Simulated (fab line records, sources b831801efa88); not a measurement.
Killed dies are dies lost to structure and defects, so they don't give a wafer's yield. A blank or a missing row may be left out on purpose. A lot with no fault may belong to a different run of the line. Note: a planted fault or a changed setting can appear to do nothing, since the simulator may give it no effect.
What tool caused it? :: flow gf180mcu :: 14 lots with 42 wafers sampled at 6 steps, on a route of 602 steps

WHAT THE GAUGES READ, wafer by wafer
GF_TOP_METAL_RS_MEAS_05: the measuring method here is four-point-probe.
lot: L556
measured: day 27 09:28
on: filmMetro-02
TOP_METAL_ALCU_RS (ohm/sq): 0.0326 0.0332 0.0331

lot: L557
measured: day 27 15:08
on: filmMetro-02
TOP_METAL_ALCU_RS (ohm/sq): 0.0323 0.0324 0.0326

lot: L558
measured: day 28 02:13
on: filmMetro-04
TOP_METAL_ALCU_RS (ohm/sq): 0.0318 0.0325 0.0321

lot: L559
measured: day 28 10:55
on: filmMetro-04
TOP_METAL_ALCU_RS (ohm/sq): 0.0325 0.0330 0.0326

lot: L560
measured: day 28 14:56
on: filmMetro-02
TOP_METAL_ALCU_RS (ohm/sq): 9.5443 9.5960 9.6528

lot: L561
measured: day 29 04:29
on: filmMetro-01
TOP_METAL_ALCU_RS (ohm/sq): 9.6162 9.6614 9.6101

lot: L562
measured: day 29 10:04
on: filmMetro-02
TOP_METAL_ALCU_RS (ohm/sq): 0.0326 0.0332 0.0332

lot: L568
measured: day 30 18:17
on: filmMetro-01
TOP_METAL_ALCU_RS (ohm/sq): 0.0325 0.0328 0.0327

lot: L570
measured: day 31 11:24
on: filmMetro-01
TOP_METAL_ALCU_RS (ohm/sq): 0.0325 0.0332 0.0332

lot: L571
measured: day 31 18:37
on: filmMetro-04
TOP_METAL_ALCU_RS (ohm/sq): 0.0330 0.0329 0.0327

lot: L572
measured: day 32 00:16
on: filmMetro-04
TOP_METAL_ALCU_RS (ohm/sq): 0.0328 0.0324 0.0329

lot: L573
measured: day 32 04:53
on: filmMetro-02
TOP_METAL_ALCU_RS (ohm/sq): 0.0329 0.0327 0.0326

lot: L576
measured: day 32 21:46
on: filmMetro-02
TOP_METAL_ALCU_RS (ohm/sq): 0.0324 0.0324 0.0325

lot: L577
measured: day 33 03:52
on: filmMetro-04
TOP_METAL_ALCU_RS (ohm/sq): 0.0329 0.0330 0.0332

GF_TOP_METAL_THK_MEAS_06: measures by xrf.
lot: L556
measured: day 27 09:34
on: filmMetro-02
TOP_METAL_ALCU_THK (nm): 881 867 872

lot: L557
measured: day 27 15:15
on: filmMetro-02
TOP_METAL_ALCU_THK (nm): 890 881 884

lot: L558
measured: day 28 02:19
on: filmMetro-04
TOP_METAL_ALCU_THK (nm): 909 887 900

lot: L559
measured: day 28 11:01
on: filmMetro-04
TOP_METAL_ALCU_THK (nm): 887 873 891

lot: L560
measured: day 28 15:03
on: filmMetro-02
TOP_METAL_ALCU_THK (nm): <0 <0 <0

lot: L561
measured: day 29 04:35
on: filmMetro-01
TOP_METAL_ALCU_THK (nm): <0 <0 <0

lot: L562
measured: day 29 10:10
on: filmMetro-02
TOP_METAL_ALCU_THK (nm): 886 871 866

lot: L568
measured: day 30 18:23
on: filmMetro-01
TOP_METAL_ALCU_THK (nm): 892 883 890

lot: L570
measured: day 31 11:31
on: filmMetro-01
TOP_METAL_ALCU_THK (nm): 890 873 880

lot: L571
measured: day 31 18:43
on: filmMetro-04
TOP_METAL_ALCU_THK (nm): 879 882 885

lot: L572
measured: day 32 00:23
on: filmMetro-04
TOP_METAL_ALCU_THK (nm): 880 890 875

lot: L573
measured: day 32 05:01
on: filmMetro-02
TOP_METAL_ALCU_THK (nm): 881 889 888

lot: L576
measured: day 32 21:53
on: filmMetro-02
TOP_METAL_ALCU_THK (nm): 895 891 889

lot: L577
measured: day 33 03:59
on: filmMetro-04
TOP_METAL_ALCU_THK (nm): 877 876 869

EACH LOT AND THE TOOL THAT RAN IT (in order: tool; ch and the chambers of the sampled wafers; start)
lot: L556
GF_M5_METAL_ETCH_10: rieMetal-02 ch 0,1, day 26 10:11
GF_TOP_METAL_SPUTTER_02: pvdSputter-02, day 27 09:20
GF_TOP_METAL_SPUTTER_03: pvdSputter-02, day 27 09:23
GF_TOP_METAL_SPUTTER_04: pvdSputter-02, day 27 09:24

lot: L557
GF_M5_METAL_ETCH_10: rieMetal-01 ch 0,1, day 26 15:41
GF_TOP_METAL_SPUTTER_02: pvdSputter-01, day 27 15:02
GF_TOP_METAL_SPUTTER_03: pvdSputter-01, day 27 15:05
GF_TOP_METAL_SPUTTER_04: pvdSputter-01, day 27 15:06

lot: L558
GF_M5_METAL_ETCH_10: rieMetal-01 ch 0,1, day 27 03:09
GF_TOP_METAL_SPUTTER_02: pvdSputter-02, day 28 02:06
GF_TOP_METAL_SPUTTER_03: pvdSputter-02, day 28 02:08
GF_TOP_METAL_SPUTTER_04: pvdSputter-02, day 28 02:10

lot: L559
GF_M5_METAL_ETCH_10: rieMetal-02 ch 0,1, day 27 12:38
GF_TOP_METAL_SPUTTER_02: pvdSputter-02, day 28 10:48
GF_TOP_METAL_SPUTTER_03: pvdSputter-02, day 28 10:50
GF_TOP_METAL_SPUTTER_04: pvdSputter-02, day 28 10:52

lot: L560
GF_M5_METAL_ETCH_10: rieMetal-01 ch 0,1, day 27 16:09
GF_TOP_METAL_SPUTTER_02: pvdSputter-02, day 28 14:50
GF_TOP_METAL_SPUTTER_03: pvdSputter-02, day 28 14:53
GF_TOP_METAL_SPUTTER_04: pvdSputter-02, day 28 14:54

lot: L561
GF_M5_METAL_ETCH_10: rieMetal-01 ch 0,1, day 28 06:09
GF_TOP_METAL_SPUTTER_02: pvdSputter-02, day 29 04:22
GF_TOP_METAL_SPUTTER_03: pvdSputter-02, day 29 04:24
GF_TOP_METAL_SPUTTER_04: pvdSputter-02, day 29 04:25

lot: L562
GF_M5_METAL_ETCH_10: rieMetal-01 ch 0,1, day 28 11:56
GF_TOP_METAL_SPUTTER_02: pvdSputter-02, day 29 09:56
GF_TOP_METAL_SPUTTER_03: pvdSputter-02, day 29 09:58
GF_TOP_METAL_SPUTTER_04: pvdSputter-02, day 29 09:59

lot: L568
GF_M5_METAL_ETCH_10: rieMetal-04 ch 0,1, day 29 20:56
GF_TOP_METAL_SPUTTER_02: pvdSputter-04, day 30 18:09
GF_TOP_METAL_SPUTTER_03: pvdSputter-04, day 30 18:11
GF_TOP_METAL_SPUTTER_04: pvdSputter-04, day 30 18:13

lot: L570
GF_M5_METAL_ETCH_10: rieMetal-04 ch 0, day 30 14:28
GF_TOP_METAL_SPUTTER_02: pvdSputter-02, day 31 11:19
GF_TOP_METAL_SPUTTER_03: pvdSputter-02, day 31 11:22
GF_TOP_METAL_SPUTTER_04: pvdSputter-02, day 31 11:22

lot: L571
GF_M5_METAL_ETCH_10: rieMetal-02 ch 0,1, day 30 22:11
GF_TOP_METAL_SPUTTER_02: pvdSputter-04, day 31 18:29
GF_TOP_METAL_SPUTTER_03: pvdSputter-04, day 31 18:32
GF_TOP_METAL_SPUTTER_04: pvdSputter-04, day 31 18:33

lot: L572
GF_M5_METAL_ETCH_10: rieMetal-04 ch 0, day 31 03:42
GF_TOP_METAL_SPUTTER_02: pvdSputter-02, day 32 00:11
GF_TOP_METAL_SPUTTER_03: pvdSputter-02, day 32 00:13
GF_TOP_METAL_SPUTTER_04: pvdSputter-02, day 32 00:14

lot: L573
GF_M5_METAL_ETCH_10: rieMetal-01 ch 1, day 31 09:13
GF_TOP_METAL_SPUTTER_02: pvdSputter-01, day 32 04:48
GF_TOP_METAL_SPUTTER_03: pvdSputter-01, day 32 04:50
GF_TOP_METAL_SPUTTER_04: pvdSputter-01, day 32 04:52

lot: L576
GF_M5_METAL_ETCH_10: rieMetal-04 ch 0,1, day 32 02:36
GF_TOP_METAL_SPUTTER_02: pvdSputter-02, day 32 21:40
GF_TOP_METAL_SPUTTER_03: pvdSputter-02, day 32 21:43
GF_TOP_METAL_SPUTTER_04: pvdSputter-02, day 32 21:43

lot: L577
GF_M5_METAL_ETCH_10: rieMetal-01 ch 0, day 32 08:37
GF_TOP_METAL_SPUTTER_02: pvdSputter-02, day 33 03:47
GF_TOP_METAL_SPUTTER_03: pvdSputter-02, day 33 03:49
GF_TOP_METAL_SPUTTER_04: pvdSputter-02, day 33 03:50
- GF_M5_METAL_ETCH_10: etches the open film in Cl2/BCl3, stops on SiO2, target depth 627.5 nm, time 104.6 s.
- GF_TOP_METAL_SPUTTER_02: material AlCu, target thk 900 nm, time 47.82 s.
- GF_TOP_METAL_SPUTTER_03: material Ti, target thk 5 nm, time 3.3 s.
- GF_TOP_METAL_SPUTTER_04: material TiN, target thk 25 nm, time 20.8 s.

AS READ BY THE TOOLS THEMSELVES (means over the sampled wafers that have a number; for cases with no such wafer, the mark the record gives instead)
GF_M5_METAL_ETCH_10.
lot: L556
tool: rieMetal-02
drypumpMotorCurrentA (A): 6.01
mfcCl2Sccm (sccm): 79.91
oesProductAu (a.u.): 0.981
throttleValvePct (%): 28.238

lot: L557
tool: rieMetal-01
drypumpMotorCurrentA (A): 5.64
mfcCl2Sccm (sccm): 79.83
oesProductAu (a.u.): 0.974
throttleValvePct (%): 28.250

lot: L558
tool: rieMetal-01
drypumpMotorCurrentA (A): 5.54
mfcCl2Sccm (sccm): 79.99
oesProductAu (a.u.): 0.969
throttleValvePct (%): 28.256

lot: L559
tool: rieMetal-02
drypumpMotorCurrentA (A): 6.06
mfcCl2Sccm (sccm): 80.01
oesProductAu (a.u.): 0.975
throttleValvePct (%): 28.247

lot: L560
tool: rieMetal-01
drypumpMotorCurrentA (A): 5.56
mfcCl2Sccm (sccm): 79.82
oesProductAu (a.u.): 0.964
throttleValvePct (%): 28.253

lot: L561
tool: rieMetal-01
drypumpMotorCurrentA (A): 5.55
mfcCl2Sccm (sccm): 80.12
oesProductAu (a.u.): 0.976
throttleValvePct (%): 28.248

lot: L562
tool: rieMetal-01
drypumpMotorCurrentA (A): 5.63
mfcCl2Sccm (sccm): 79.80
oesProductAu (a.u.): 0.974
throttleValvePct (%): 28.240

lot: L568
tool: rieMetal-04
drypumpMotorCurrentA (A): 6.01
mfcCl2Sccm (sccm): 79.93
oesProductAu (a.u.): 0.979
throttleValvePct (%): 28.244

lot: L570
tool: rieMetal-04
drypumpMotorCurrentA (A): 6.14
mfcCl2Sccm (sccm): 80.06
oesProductAu (a.u.): 0.979
throttleValvePct (%): 28.243

lot: L571
tool: rieMetal-02
drypumpMotorCurrentA (A): 6.00
mfcCl2Sccm (sccm): 80.15
oesProductAu (a.u.): 0.965
throttleValvePct (%): 28.255

lot: L572
tool: rieMetal-04
drypumpMotorCurrentA (A): 6.14
mfcCl2Sccm (sccm): 79.58
oesProductAu (a.u.): 0.969
throttleValvePct (%): 28.251

lot: L573
tool: rieMetal-01
drypumpMotorCurrentA (A): 5.48
mfcCl2Sccm (sccm): 80.08
oesProductAu (a.u.): 0.966
throttleValvePct (%): 28.257

lot: L576
tool: rieMetal-04
drypumpMotorCurrentA (A): 6.08
mfcCl2Sccm (sccm): 79.98
oesProductAu (a.u.): 0.973
throttleValvePct (%): 28.248

lot: L577
tool: rieMetal-01
drypumpMotorCurrentA (A): 5.75
mfcCl2Sccm (sccm): 80.10
oesProductAu (a.u.): 0.976
throttleValvePct (%): 28.238

GF_TOP_METAL_SPUTTER_02.
lot: L556
tool: pvdSputter-02
cathodeDcPowerW (W): 10600
chamberPressurePa (Pa): 0.3005
throttleValvePct (%): 30.8

lot: L557
tool: pvdSputter-01
cathodeDcPowerW (W): 10600
chamberPressurePa (Pa): 0.3003
throttleValvePct (%): 29.9

lot: L558
tool: pvdSputter-02
cathodeDcPowerW (W): 10600
chamberPressurePa (Pa): 0.2999
throttleValvePct (%): 29.9

lot: L559
tool: pvdSputter-02
cathodeDcPowerW (W): 10600
chamberPressurePa (Pa): 0.3003
throttleValvePct (%): 30.1

lot: L560
tool: pvdSputter-02
cathodeDcPowerW (W): -
chamberPressurePa (Pa): -
throttleValvePct (%): -

lot: L561
tool: pvdSputter-02
cathodeDcPowerW (W): -
chamberPressurePa (Pa): -
throttleValvePct (%): -

lot: L562
tool: pvdSputter-02
cathodeDcPowerW (W): 10599
chamberPressurePa (Pa): 0.2998
throttleValvePct (%): 30.8

lot: L568
tool: pvdSputter-04
cathodeDcPowerW (W): 10598
chamberPressurePa (Pa): 0.3001
throttleValvePct (%): 29.9

lot: L570
tool: pvdSputter-02
cathodeDcPowerW (W): 10601
chamberPressurePa (Pa): 0.3002
throttleValvePct (%): 30.7

lot: L571
tool: pvdSputter-04
cathodeDcPowerW (W): 10600
chamberPressurePa (Pa): 0.2999
throttleValvePct (%): 29.3

lot: L572
tool: pvdSputter-02
cathodeDcPowerW (W): 10599
chamberPressurePa (Pa): 0.2991
throttleValvePct (%): 29.0

lot: L573
tool: pvdSputter-01
cathodeDcPowerW (W): 10600
chamberPressurePa (Pa): 0.2998
throttleValvePct (%): 29.6

lot: L576
tool: pvdSputter-02
cathodeDcPowerW (W): 10601
chamberPressurePa (Pa): 0.3006
throttleValvePct (%): 29.3

lot: L577
tool: pvdSputter-02
cathodeDcPowerW (W): 10600
chamberPressurePa (Pa): 0.2996
throttleValvePct (%): 29.7

GF_TOP_METAL_SPUTTER_03.
lot: L556
tool: pvdSputter-02
cathodeDcPowerW (W): 2999.5
chamberPressurePa (Pa): 0.2995
throttleValvePct (%): 30.8

lot: L557
tool: pvdSputter-01
cathodeDcPowerW (W): 3000.0
chamberPressurePa (Pa): 0.2996
throttleValvePct (%): 29.8

lot: L558
tool: pvdSputter-02
cathodeDcPowerW (W): 2999.7
chamberPressurePa (Pa): 0.3000
throttleValvePct (%): 30.0

lot: L559
tool: pvdSputter-02
cathodeDcPowerW (W): 2999.8
chamberPressurePa (Pa): 0.3000
throttleValvePct (%): 30.1

lot: L560
tool: pvdSputter-02
cathodeDcPowerW (W): 3000.1
chamberPressurePa (Pa): 0.2991
throttleValvePct (%): 30.1

lot: L561
tool: pvdSputter-02
cathodeDcPowerW (W): 2999.8
chamberPressurePa (Pa): 0.3005
throttleValvePct (%): 30.0

lot: L562
tool: pvdSputter-02
cathodeDcPowerW (W): 3000.4
chamberPressurePa (Pa): 0.2991
throttleValvePct (%): 30.8

lot: L568
tool: pvdSputter-04
cathodeDcPowerW (W): 2999.7
chamberPressurePa (Pa): 0.2997
throttleValvePct (%): 29.8

lot: L570
tool: pvdSputter-02
cathodeDcPowerW (W): 2999.7
chamberPressurePa (Pa): 0.3005
throttleValvePct (%): 30.8

lot: L571
tool: pvdSputter-04
cathodeDcPowerW (W): 3000.0
chamberPressurePa (Pa): 0.2995
throttleValvePct (%): 29.2

lot: L572
tool: pvdSputter-02
cathodeDcPowerW (W): 3000.2
chamberPressurePa (Pa): 0.2993
throttleValvePct (%): 28.9

lot: L573
tool: pvdSputter-01
cathodeDcPowerW (W): 2999.9
chamberPressurePa (Pa): 0.3002
throttleValvePct (%): 29.6

lot: L576
tool: pvdSputter-02
cathodeDcPowerW (W): 3000.3
chamberPressurePa (Pa): 0.3004
throttleValvePct (%): 29.1

lot: L577
tool: pvdSputter-02
cathodeDcPowerW (W): 3000.1
chamberPressurePa (Pa): 0.3001
throttleValvePct (%): 29.6

GF_TOP_METAL_SPUTTER_04.
lot: L556
tool: pvdSputter-02
cathodeDcPowerW (W): 6500.2
chamberPressurePa (Pa): 0.3994
throttleValvePct (%): 30.6

lot: L557
tool: pvdSputter-01
cathodeDcPowerW (W): 6499.3
chamberPressurePa (Pa): 0.3993
throttleValvePct (%): 29.5

lot: L558
tool: pvdSputter-02
cathodeDcPowerW (W): 6501.0
chamberPressurePa (Pa): 0.3997
throttleValvePct (%): 30.1

lot: L559
tool: pvdSputter-02
cathodeDcPowerW (W): 6500.4
chamberPressurePa (Pa): 0.4001
throttleValvePct (%): 30.1

lot: L560
tool: pvdSputter-02
cathodeDcPowerW (W): 6500.7
chamberPressurePa (Pa): 0.3992
throttleValvePct (%): 30.0

lot: L561
tool: pvdSputter-02
cathodeDcPowerW (W): 6498.5
chamberPressurePa (Pa): 0.3992
throttleValvePct (%): 29.6

lot: L562
tool: pvdSputter-02
cathodeDcPowerW (W): 6500.3
chamberPressurePa (Pa): 0.3997
throttleValvePct (%): 30.7

lot: L568
tool: pvdSputter-04
cathodeDcPowerW (W): 6499.6
chamberPressurePa (Pa): 0.3997
throttleValvePct (%): 29.9

lot: L570
tool: pvdSputter-02
cathodeDcPowerW (W): 6499.2
chamberPressurePa (Pa): 0.3992
throttleValvePct (%): 30.8

lot: L571
tool: pvdSputter-04
cathodeDcPowerW (W): 6499.8
chamberPressurePa (Pa): 0.3997
throttleValvePct (%): 29.2

lot: L572
tool: pvdSputter-02
cathodeDcPowerW (W): 6499.8
chamberPressurePa (Pa): 0.4001
throttleValvePct (%): 29.2

lot: L573
tool: pvdSputter-01
cathodeDcPowerW (W): 6500.3
chamberPressurePa (Pa): 0.4001
throttleValvePct (%): 29.6

lot: L576
tool: pvdSputter-02
cathodeDcPowerW (W): 6500.3
chamberPressurePa (Pa): 0.3998
throttleValvePct (%): 29.1

lot: L577
tool: pvdSputter-02
cathodeDcPowerW (W): 6500.4
chamberPressurePa (Pa): 0.4001
throttleValvePct (%): 29.9

THE ANSWER, worked out from the rows above alone
Rule: what is usual is taken from the lots themselves. Put in order of their means at a reading, lots are off if they are a third of the lots or fewer, leave a main group of 4 or more, and stand apart from it by a gap of 3 or more times the standard deviation of the main group's means; of several such gaps the widest counts. A main group whose means are all the same, to the digits that the tables above print for the reading, isn't used. Also off: a lot with no number at a reading for which 4 or more lots have one. The other lots that the step has rows for count as sound. Order of review: gauges by route order, followed by the tools' own readings, for which a lot's mean as printed above is used. The first step at which some lot is off is used, and at that step the reading that is off furthest; a lot without a number counts as furthest.
Off: L560, L561, at GF_TOP_METAL_RS_MEAS_05 (TOP_METAL_ALCU_RS). For the main group the mean is 0.0327 ohm/sq and the standard deviation 0.00026.
A tool fits if, at a process step before that reading, it ran every lot that is off, and no sound lot after the first of them. The gauges at GF_TOP_METAL_RS_MEAS_05 aren't tried: what is off there is off at GF_TOP_METAL_SPUTTER_02 too, on other tools, and a gauge's error can't cause that. Not one of the candidates tried fits.

WHAT THE SIMULATOR PUT IN
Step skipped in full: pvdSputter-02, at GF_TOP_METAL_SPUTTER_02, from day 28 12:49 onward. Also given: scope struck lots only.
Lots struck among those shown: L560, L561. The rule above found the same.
